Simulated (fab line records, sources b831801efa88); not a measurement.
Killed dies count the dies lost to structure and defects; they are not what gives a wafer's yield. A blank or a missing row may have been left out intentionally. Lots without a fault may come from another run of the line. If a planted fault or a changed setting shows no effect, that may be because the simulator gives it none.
Which tool was responsible? -- flow sky130 -- 6 lots, 18 wafers sampled, at 1 step of a route of 708

WHAT THE GAUGES READ, wafer by wafer
SKY_POLY_GATE_THK_MEAS_21.
lot,measured,on,POLY_GATE_OXIDATION_THK (nm)
L922,day 17 08:59,film_metro-02,3.96 3.87 3.89
L927,day 19 06:40,film_metro-02,4.13 4.08 4.05
L931,day 20 03:43,film_metro-01,4.01 4.00 4.07
L933,day 21 04:37,film_metro-01,4.06 4.06 4.04
L935,day 21 23:30,film_metro-03,3.98 4.01 3.94
L943,day 24 16:13,film_metro-01,3.92 4.11 4.06

EACH LOT AND THE TOOL THAT RAN IT (in order: tool; ch and the chambers of the sampled wafers; start)
Before these readings, the record contains no process step.

THE ANSWER, worked out from the rows above alone
Rule: the usual values come from the lots themselves. The widest of any qualifying gaps counts: lots, ordered by their means at a reading, are off when they make up no more than a third of the lots, leave a main group of 4 or more, and stand apart from it by 3 or more times the standard deviation of that group's means. If all means in a main group match to the digits the tables above print for the reading, that group is not used. A lot without any number at a reading at which 4 lots or more have one is off too. Any other lot the step has rows for is counted as sound.
No lot is off at any reading shown: from this, nothing can be told.

WHAT THE SIMULATOR HAD INSERTED
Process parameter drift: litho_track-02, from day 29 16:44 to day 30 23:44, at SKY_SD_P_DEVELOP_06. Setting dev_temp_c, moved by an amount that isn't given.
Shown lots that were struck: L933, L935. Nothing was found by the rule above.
